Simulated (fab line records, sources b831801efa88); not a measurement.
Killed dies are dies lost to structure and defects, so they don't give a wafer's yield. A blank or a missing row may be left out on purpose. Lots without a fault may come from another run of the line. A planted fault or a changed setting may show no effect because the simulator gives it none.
A struck lot beside a sound one | flow sky130 | 22 steps out of a route of 708
Sound: wafers L333.1, L333.5, L333.6. Struck: wafers L342.2, L342.3, L342.5. The cause comes at the end.
At each step with rows: each side's tool, then ch and its chambers, then its first start. Under that, the readings that differ: sound wafers | struck wafers | difference of the means | sigmas: that difference in standard deviations of wafers without a fault.
alike: readings whose means differ by less than 2 such deviations, and words and numbers that are the same on both sides. not compared: withheld readings, readings that some wafer has no value for, bounds like >300 that may hide the same value, and numbers for which the record gives no deviation and whose values overlap.
The two part at a step that has a row with sigmas, a row that says differs or no value, or rows on one side only. Numbers that don't overlap but have no deviation are shown without sigmas and don't part them. A reading that every wafer of one side lacks parts them only if that side has two wafers or more.

first, 8 steps without rows for these wafers: SKY_DNWELL_DEHYDRATE_00 (time 60 s); SKY_DNWELL_HMDS_01 (prime time 60 s); SKY_DNWELL_COAT_02 (resist thk 3000 nm); SKY_DNWELL_SOFTBAKE_03; SKY_DNWELL_EXPOSE_04 (exposes mask DNM, target cd 3000 nm); SKY_DNWELL_PEB_05; SKY_DNWELL_DEVELOP_06 (develop time 60 s); SKY_DNWELL_IMPLANT_07.
SKY_DNWELL_STRIP_08: strips in O2/N2.
  sound on plasma_asher-04 ch 0,1, day 3 20:37; struck on plasma_asher-04 ch 0,1, day 5 21:40
  alike: drypump_motor_current_A, oes_product_au, strip_time_to_endpoint_s
  not compared: rf_hours_counter_h
SKY_DNWELL_TW_MEAS_09:
  sound on film_metro-01, day 3 20:43; struck on film_metro-01, day 5 21:46
  alike: DNWELL_TW
then, 2 steps without rows for these wafers: SKY_PWDE_DEHYDRATE_00 (time 60 s); SKY_PWDE_HMDS_01 (prime time 60 s).
SKY_PWDE_COAT_02: resist thk 3000 nm.
  sound on litho_track-03 ch 0, day 4 05:16; struck on litho_track-04 ch 0, day 6 07:15
  reading                                | sound          | struck          | difference | sigmas
  model.coat_of_PWDE_COAT_02.thk_nm (nm) | 2981 2977 2986 | 957 958.9 955.5 | -2024      |
then, 3 steps without rows for these wafers: SKY_PWDE_SOFTBAKE_03; SKY_PWDE_EXPOSE_04 (exposes mask PWDEM, target cd 840 nm); SKY_PWDE_PEB_05.
SKY_PWDE_DEVELOP_06: develop time 60 s.
  sound on litho_track-03 ch 0; struck on litho_track-04 ch 0
  reading                                | sound          | struck            | difference | sigmas
  model.coat_of_PWDE_COAT_02.thk_nm (nm) | 2977 2973 2982 | 952.8 954.7 951.2 | -2024.4    |
SKY_PWDE_OVL_MEAS_07:
  sound on overlay-02, day 4 14:28; struck on overlay-02, day 6 16:53
  alike: PWDE_OVL
then, 1 step without rows for these wafers: SKY_PWDE_IMPLANT_08.
SKY_PWDE_STRIP_09: strips in O2/N2.
  sound on plasma_asher-04 ch 0,1, day 4 14:39; struck on plasma_asher-02 ch 0,1, day 6 17:04
  reading                      | sound             | struck            | difference | sigmas
  strip_time_to_endpoint_s (s) | 36.69 36.64 36.75 | 12.89 12.92 12.86 | -23.80     | -99 or more
  alike: drypump_motor_current_A, oes_product_au
  not compared: rf_hours_counter_h
SKY_PWDE_TW_MEAS_10:
  sound on film_metro-01, day 4 14:45; struck on film_metro-01, day 6 17:10
  alike: PWDE_TW
-- the record jumps here: 42 days lie between the struck wafers' starts before and after (it left off in module PWDE and takes up again in module PAD_OPEN, whose first step shown is number 708 of the route) --
SKY_PAD_OPEN_PROBE_99:
  the record has rows for the struck wafers here (prober-02, day 48 22:44) and none for the sound ones

WHERE THEY PART
First at SKY_PWDE_STRIP_09; last, within this record, at SKY_PAD_OPEN_PROBE_99.

WHY: what the simulator had put in
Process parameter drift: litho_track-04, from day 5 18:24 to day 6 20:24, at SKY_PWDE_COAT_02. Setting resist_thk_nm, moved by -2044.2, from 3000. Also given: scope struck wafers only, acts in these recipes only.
